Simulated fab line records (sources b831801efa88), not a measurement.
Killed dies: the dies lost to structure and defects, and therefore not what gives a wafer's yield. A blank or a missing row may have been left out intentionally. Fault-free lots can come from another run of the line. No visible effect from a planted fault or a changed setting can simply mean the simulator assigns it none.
fab line records	flow sky130
record lots=13	wafers=39	last-day=50
route steps=708 shown SONOS_ONO@170 LI_CONTACT@385 METAL1@438
lots that met no fault: from a run of the same line without faults
start-h: start of the lot's first displayed wafer, in hours after the record's first day	wait-h: hours elapsed since this lot's preceding step	" identical to the entry in the row above	L1.1+2: a row that stands for several wafers	- either no value or no given start	* or withheld: withheld	< > ~ a bound
route shown NAME@n: a module of which the file shows steps, and the number in the route of the first	usual: mean/standard deviation taken from wafers without a fault	same: alike in all rows	chamber/n: place in a boat	sites: per-site readings	_std_site: the standard deviation of these	_edge_site: outer sites' mean less inner sites'	radius-mm: how far each site lies from the wafer's centre	mask NAME#n: copy n	behind: the tool/chamber that last shaped the wafer	hold: cause of the lot's hold/its duration in hours/its outcome	device: transistor that didn't switch, given as n, p or np	end of line: the tests these same wafers got at the end of their route	where a step has no rows: the recipe by itself	killed: dies lost to structure and defects at the first sort, not the wafer's yield	map: per-die view of a wafer (x killed, . not killed, _ where there is no die)
set.NAME: the setting as run; set.NAME@STEP: as run at that earlier step	model.NAME: the simulator's own value behind a step, which no gauge read
a sample of lots followed through the steps of the route, with each step as a table and each wafer as a row
services: a tool's chamber out of use, with start hour (start-h, from the record's first day; less than 0 if before it), hours out, and reason
## steps
# step SKY_SONOS_ONO_CVD_02
# recipe material=Si3N4	precursor=DCS/NH3	target-thk-nm=10.5	temp-c=770	time-s=180	pressure-mtorr=250
# usual pressure-mtorr=250.0/0.54	spike-tc-bottom-C=790.7/1.8	spike-tc-upper-C=771.1/1.1
lot.wafer	tool	chamber	start-h	wait-h	pressure-mtorr	spike-tc-bottom-C	spike-tc-upper-C
L845.2	lpcvd-02	0	263.20	0.5	250.0	790.8	771.3
L845.3	"	0	"	"	249.6	791.8	770.0
L845.5	"	0	"	"	249.4	793.4	770.3
L846.1	lpcvd-02	0	272.00	0.1	250.8	792.7	771.6
L846.3	"	0	"	"	249.7	794.5	770.9
L846.4	"	0	"	"	250.8	792.6	771.0
L847.2	lpcvd-02	0	272.00	0.0	250.4	792.9	770.6
L847.3	"	0	"	"	251.7	790.5	767.5
L847.4	"	0	"	"	250.1	792.6	769.9
L849.1	lpcvd-02	1	294.38	0.1	249.8	789.3	770.6
L849.5	"	1	"	"	249.8	790.2	772.1
L849.6	"	1	"	"	249.8	789.9	770.8
L850.1	lpcvd-02	1	301.52	0.1	249.5	788.4	774.0
L850.2	"	1	"	"	250.4	788.9	773.5
L850.5	"	1	"	"	249.3	787.6	772.8
L851.1	lpcvd-02	1	305.86	0.5	250.3	789.6	771.3
L851.3	"	1	"	"	250.2	791.2	771.9
L851.6	"	1	"	"	251.2	790.0	771.6
L852.3	lpcvd-02	1	311.26	1.4	249.4	788.0	770.8
L852.4	"	1	"	"	249.8	788.9	771.5
L852.6	"	1	"	"	249.8	788.7	772.1
L853.3	lpcvd-02	0	319.97	0.3	300.3	791.9	770.2
L853.5	"	0	"	"	300.1	792.8	770.2
L853.6	"	0	"	"	299.7	793.2	769.0
L854.1	lpcvd-02	0	325.66	0.1	300.2	791.8	769.2
L854.2	"	0	"	"	300.3	791.7	770.5
L854.3	"	0	"	"	300.1	792.9	770.7
L864.1	lpcvd-02	1	407.52	0.1	249.4	790.5	772.6
L864.2	"	1	"	"	249.2	787.6	771.2
L864.4	"	1	"	"	249.5	788.9	770.8
L865.1	lpcvd-02	1	426.80	0.1	250.5	789.1	772.8
L865.2	"	1	"	"	250.2	789.7	770.7
L865.5	"	1	"	"	250.8	789.4	772.3
L866.3	lpcvd-02	1	436.49	0.0	249.7	790.4	771.0
L866.5	"	1	"	"	250.2	788.3	770.9
L866.6	"	1	"	"	249.8	788.7	771.8
L867.2	lpcvd-02	0	436.49	0.0	249.5	792.6	769.2
L867.4	"	0	"	"	250.1	790.6	770.7
L867.5	"	0	"	"	249.0	792.7	770.4
# step SKY_SONOS_ONO_THK_MEAS_03
# recipe reads=Si3N4_of_SONOS_ONO_CVD_02
# usual SONOS_ONO_CVD_02_THK=10.45/0.13
lot.wafer	tool	chamber	start-h	wait-h	SONOS_ONO_CVD_02_THK[nm]
L845.2	film-metro-03	-	264.26	0.0	10.51
L845.3	"	-	"	"	10.53
L845.5	"	-	"	"	10.57
L846.1	film-metro-03	-	273.05	0.0	10.43
L846.3	"	-	"	"	10.41
L846.4	"	-	"	"	10.41
L847.2	film-metro-01	-	273.06	0.0	10.34
L847.3	"	-	"	"	10.26
L847.4	"	-	"	"	10.28
L849.1	film-metro-04	-	295.43	0.0	10.24
L849.5	"	-	"	"	10.29
L849.6	"	-	"	"	10.08
L850.1	film-metro-04	-	302.57	0.0	10.32
L850.2	"	-	"	"	10.35
L850.5	"	-	"	"	10.24
L851.1	film-metro-04	-	306.92	0.0	10.35
L851.3	"	-	"	"	10.50
L851.6	"	-	"	"	10.30
L852.3	film-metro-04	-	312.33	0.0	10.21
L852.4	"	-	"	"	10.18
L852.6	"	-	"	"	10.22
L853.3	film-metro-03	-	321.04	0.0	10.97
L853.5	"	-	"	"	11.00
L853.6	"	-	"	"	10.98
L854.1	film-metro-04	-	327.24	0.0	11.22
L854.2	"	-	"	"	11.30
L854.3	"	-	"	"	11.09
L864.1	film-metro-04	-	408.57	0.0	10.54
L864.2	"	-	"	"	10.47
L864.4	"	-	"	"	10.57
L865.1	film-metro-04	-	427.85	0.0	10.56
L865.2	"	-	"	"	10.40
L865.5	"	-	"	"	10.56
L867.2	film-metro-04	-	437.55	0.0	10.26
L867.4	"	-	"	"	10.29
L867.5	"	-	"	"	10.33
L866.3	film-metro-03	-	437.56	0.0	10.46
L866.5	"	-	"	"	10.48
L866.6	"	-	"	"	10.44
# step SKY_LI_CONTACT_THK_MEAS_23
# recipe thk-meas-gauge=xrf	reads=W_of_LI_CONTACT_CVD_21
# usual LI_CONTACT_W_THK=408/7.8
lot.wafer	tool	chamber	start-h	wait-h	LI_CONTACT_W_THK[nm]
L845.2	film-metro-02	-	687.30	0.1	422
L845.3	"	-	"	"	420
L845.5	"	-	"	"	422
L846.1	film-metro-03	-	696.87	0.1	401
L846.3	"	-	"	"	406
L846.4	"	-	"	"	394
L847.2	film-metro-03	-	698.40	0.1	411
L847.3	"	-	"	"	407
L847.4	"	-	"	"	413
L849.1	film-metro-03	-	718.32	0.1	408
L849.5	"	-	"	"	415
L849.6	"	-	"	"	401
L851.1	film-metro-04	-	731.79	0.1	418
L851.3	"	-	"	"	412
L851.6	"	-	"	"	414
L850.1	film-metro-03	-	732.45	0.1	400
L850.2	"	-	"	"	400
L850.5	"	-	"	"	398
L852.3	film-metro-03	-	743.89	0.1	395
L852.4	"	-	"	"	402
L852.6	"	-	"	"	405
L853.3	film-metro-03	-	745.71	0.1	400
L853.5	"	-	"	"	403
L853.6	"	-	"	"	402
L854.1	film-metro-03	-	747.98	0.1	400
L854.2	"	-	"	"	396
L854.3	"	-	"	"	395
L864.1	film-metro-03	-	828.07	0.1	403
L864.2	"	-	"	"	409
L864.4	"	-	"	"	409
L865.1	film-metro-02	-	842.79	0.1	426
L865.2	"	-	"	"	431
L865.5	"	-	"	"	424
L866.3	film-metro-03	-	850.60	0.1	398
L866.5	"	-	"	"	399
L866.6	"	-	"	"	406
L867.2	film-metro-04	-	852.11	0.1	411
L867.4	"	-	"	"	408
L867.5	"	-	"	"	411
# step SKY_METAL1_SPUTTER_04
# recipe material=TiN	target-thk-nm=70	power-w=6500	time-s=58.3	chamber-pressure-pa=0.4
# usual throttle-valve-pct=30.1/0.93
lot.wafer	tool	chamber	start-h	wait-h	throttle-valve-pct
L845.2	pvd-sputter-03	-	745.30	0.0	29.9
L845.3	"	-	"	"	30.0
L845.5	"	-	"	"	29.7
L846.1	pvd-sputter-03	-	755.43	0.0	30.1
L846.3	"	-	"	"	30.2
L846.4	"	-	"	"	30.2
L847.2	pvd-sputter-04	-	756.99	0.0	31.2
L847.3	"	-	"	"	28.8
L847.4	"	-	"	"	30.4
L849.1	pvd-sputter-04	-	776.19	0.0	30.5
L849.5	"	-	"	"	29.6
L849.6	"	-	"	"	30.7
L851.1	pvd-sputter-04	-	789.02	0.0	31.1
L851.3	"	-	"	"	28.7
L851.6	"	-	"	"	29.7
L850.1	pvd-sputter-03	-	790.33	0.0	30.4
L850.2	"	-	"	"	30.1
L850.5	"	-	"	"	28.5
L852.3	pvd-sputter-03	-	800.93	0.0	30.5
L852.4	"	-	"	"	28.5
L852.6	"	-	"	"	30.3
L853.3	pvd-sputter-04	-	802.38	0.0	29.9
L853.5	"	-	"	"	29.8
L853.6	"	-	"	"	30.7
L854.1	pvd-sputter-01	-	804.00	0.0	31.6
L854.2	"	-	"	"	29.9
L854.3	"	-	"	"	30.2
L864.1	pvd-sputter-03	-	882.87	0.0	30.6
L864.2	"	-	"	"	30.2
L864.4	"	-	"	"	28.4
L865.1	pvd-sputter-01	-	896.33	0.0	30.3
L865.2	"	-	"	"	31.3
L865.5	"	-	"	"	31.3
L866.3	pvd-sputter-01	-	904.69	0.0	31.5
L866.5	"	-	"	"	30.2
L866.6	"	-	"	"	31.1
L867.2	pvd-sputter-03	-	906.53	0.0	30.0
L867.4	"	-	"	"	30.3
L867.5	"	-	"	"	30.0
# step SKY_METAL1_CD_MEAS_15
# recipe target-cd-nm=140
# usual cd-nm=139.8/1.6
lot.wafer	tool	chamber	start-h	wait-h	cd-nm
L845.2	cd-sem-02	-	772.90	-	138.5
L845.3	"	-	"	"	138.4
L845.5	"	-	"	"	138.1
L846.1	cd-sem-02	-	782.11	-	139.4
L846.3	"	-	"	"	138.1
L846.4	"	-	"	"	141.1
L847.2	cd-sem-02	-	783.75	-	139.3
L847.3	"	-	"	"	137.5
L847.4	"	-	"	"	137.8
L849.1	cd-sem-02	-	802.01	-	140.8
L849.5	"	-	"	"	141.7
L849.6	"	-	"	"	140.6
L851.1	cd-sem-01	-	815.16	-	140.6
L851.3	"	-	"	"	138.6
L851.6	"	-	"	"	141.7
L850.1	cd-sem-02	-	817.13	-	137.7
L850.2	"	-	"	"	137.9
L850.5	"	-	"	"	137.3
L852.3	cd-sem-02	-	827.50	-	140.0
L852.4	"	-	"	"	139.0
L852.6	"	-	"	"	139.8
L853.3	cd-sem-02	-	828.72	-	140.9
L853.5	"	-	"	"	140.4
L853.6	"	-	"	"	140.5
L854.1	cd-sem-02	-	830.48	-	139.0
L854.2	"	-	"	"	138.7
L854.3	"	-	"	"	140.5
L864.1	cd-sem-02	-	908.43	-	140.2
L864.2	"	-	"	"	141.9
L864.4	"	-	"	"	141.7
L865.1	cd-sem-02	-	921.51	-	140.3
L865.2	"	-	"	"	140.4
L865.5	"	-	"	"	142.2
L866.3	cd-sem-02	-	930.72	-	140.8
L866.5	"	-	"	"	141.0
L866.6	"	-	"	"	142.6
L867.2	cd-sem-02	-	932.23	-	137.1
L867.4	"	-	"	"	138.1
L867.5	"	-	"	"	137.3
## services
tool	chamber	start-h	hours	kind
pvd-sputter-04	-	264.84	1.8	repair
pvd-sputter-04	-	309.78	1.7	repair
pvd-sputter-03	-	326.36	5.4	repair
lpcvd-02	-	330.46	17.2	pm
pvd-sputter-03	-	343.77	12.6	repair
pvd-sputter-01	-	390.35	4.3	repair
pvd-sputter-03	-	405.56	2.6	repair
pvd-sputter-04	-	419.79	5.6	repair
pvd-sputter-03	-	455.09	6.3	repair
pvd-sputter-03	-	463.41	0.7	repair
pvd-sputter-01	-	470.46	3.7	repair
lpcvd-02	-	475.51	0.7	repair
pvd-sputter-03	-	517.98	0.5	repair
pvd-sputter-03	2	527.78	-	consumable-replace:kit
pvd-sputter-03	2	527.78	18.0	scheduled-down
pvd-sputter-03	2	527.78	18.0	vent-cycle
pvd-sputter-03	-	548.17	0.6	repair
pvd-sputter-01	-	568.16	4.3	repair
pvd-sputter-03	-	627.45	0.7	repair
pvd-sputter-04	-	673.79	5.4	repair
pvd-sputter-03	1	745.35	-	consumable-replace:kit
pvd-sputter-03	-	797.96	2.7	repair
pvd-sputter-04	-	843.62	0.5	repair
pvd-sputter-04	-	905.67	3.5	repair
## key
first-sign step=SKY_SONOS_ONO_CVD_02	reading=pressure-mtorr	direction=up	sigmas=94	usual=250.0	struck=300.1
effect step=SKY_SONOS_ONO_THK_MEAS_03	reading=SONOS_ONO_CVD_02_THK	direction=up	sigmas=4.9	usual=10.45	struck=11.09
met-at SKY_SONOS_ONO_CVD_02
struck-lots L853,L854
struck-wafers L853.3,L853.5,L853.6,L854.1,L854.2,L854.3
tester-left-out L853,L854
not-acting-at SKY_LI_CONTACT_THK_MEAS_23,SKY_METAL1_SPUTTER_04,SKY_METAL1_CD_MEAS_15
onset-between 272.00 319.97
fault kind=process-parameter-drift	tool=lpcvd-02	chamber=0	onset-h=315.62	steps=SKY_SONOS_ONO_CVD_02	channel=pressure-mtorr	offset=50	shape=step	end-h=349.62	acts-in=these-recipes-only	stated=250
# tester-left-out: of these lots the tester's yield and bins aren't shown, on N5 and GAA mostly nor the transistor test; their killed dies are dies lost to structure and defects alone, not to doping, threshold or leakage, so they don't give the yield
